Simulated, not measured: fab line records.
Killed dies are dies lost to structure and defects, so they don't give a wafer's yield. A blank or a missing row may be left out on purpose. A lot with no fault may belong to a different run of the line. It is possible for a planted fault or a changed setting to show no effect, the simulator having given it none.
A lot that was struck, set against a sound lot | flow gf180mcu | 15 steps out of a route of 602
Sound: wafers L207.2, L207.3, L207.6. Struck: wafers L216.1, L216.3 (left out: L216.4, a lot-mate that was not struck); the cause follows at the end.
Order at every step that has rows: each side's tool, ch and its chambers, its first start. Under that, the readings that differ: sound wafers | struck wafers | difference of the means | sigmas: that difference in standard deviations of wafers without a fault.
alike: words and numbers the same on both sides, and readings whose means are apart by under 2 such deviations; not compared: readings that were withheld, readings missing a value for some wafer, numbers with overlapping values and no deviation given by the record, and bounds like >300 which may hide the same value.
Wherever a step has rows on one side only, a row that says differs or no value, or a row with sigmas, the two part there. Non-overlapping numbers with no deviation appear without sigmas and do not part them. A reading missing from all wafers of one side parts the sides only when that side holds two or more wafers.

first, 9 steps without rows for these wafers: GF_MIM_STRIP_21 (strips in post etch residue remover, time 1200 s); GF_MIM_CLEAN_22 (cleans in DIW); GF_M5_DEHYDRATE_00 (time 60 s); GF_M5_HMDS_01 (prime time 60 s); GF_M5_COAT_02 (resist thk 1000 nm); GF_M5_SOFTBAKE_03 (time 60 s); GF_M5_EXPOSE_04 (exposes mask Metal5, target cd 280 nm); GF_M5_PEB_05 (peb time 90 s); GF_M5_DEVELOP_06 (develop time 60 s).
GF_M5_CD_MEAS_07: the cd target is 280 nm.
  sound on cd-sem-02 at day 29 01:20; struck on cd-sem-02 at day 31 09:30
  alike: cd-nm
GF_M5_OVL_MEAS_08:
  sound on overlay-02 at day 29 01:26; struck on overlay-01 at day 31 09:37
  alike: M5_OVL
GF_M5_ETCH_09: etches Si3N4 in CF4/O2, target depth 52 nm, time 11.6 s.
  sound on rie-diel-01 ch 1,2,3, day 29 01:28; struck on rie-diel-02 ch 2,3, day 31 09:39
  alike: chamber-pressure-mTorr, drypump-motor-current-A, oes-product-au, throttle-valve-pct
  not compared: rf-hours-counter-h
GF_M5_METAL_ETCH_10: etches the open film in Cl2/BCl3, stops on SiO2, target depth 750.8 nm, time 125.1 s.
  sound on rie-metal-04 ch 0, day 29 01:29; struck on rie-metal-02 ch 1, day 31 09:41
  reading                             | sound                | struck        | difference | sigmas
  drypump-motor-current-A (A)         | 6.8 6.8 6.8          | 5.1 5.1       | -1.7       | -2
  oes-product-au (a.u.)               | 0.994 0.993 0.998    | 0.826 0.833   | -0.166     | -28
  throttle-valve-pct (%)              | 28.223 28.221 28.227 | 28.402 28.426 | +0.190     | +17
  model.KrF_of_M5_COAT_02.thk-nm (nm) | 646.9 643.8 645.6    | 736.1 733.2   | +89.2      |
  alike: chamber-pressure-mTorr, mfc-cl2-sccm
  not compared: rf-hours-counter-h
GF_M5_STRIP_11: strips in O2/N2.
  sound on plasma-asher-04 ch 0,1, day 29 01:37; struck on plasma-asher-04 ch 1, day 31 09:49
  reading                      | sound             | struck      | difference | sigmas
  oes-product-au (a.u.)        | 0.521 0.512 0.527 | 0.553 0.554 | +0.034     | +7
  strip-time-to-endpoint-s (s) | 7.01 6.98 7.00    | 7.88 7.85   | +0.87      | +17
  alike: chamber-pressure-mTorr, drypump-motor-current-A, heater-power-w, o2-flow-sccm
  not compared: rf-hours-counter-h
then, 1 step without rows for these wafers: GF_M5_STRIP_12 (strips in post etch residue remover, time 1200 s).

## WHERE THEY PART
First at GF_M5_METAL_ETCH_10; last, within this record, at GF_M5_STRIP_11.

WHY: what the simulator had put in
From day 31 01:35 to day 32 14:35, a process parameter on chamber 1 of rie-metal-02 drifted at GF_M5_METAL_ETCH_10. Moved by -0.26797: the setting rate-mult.
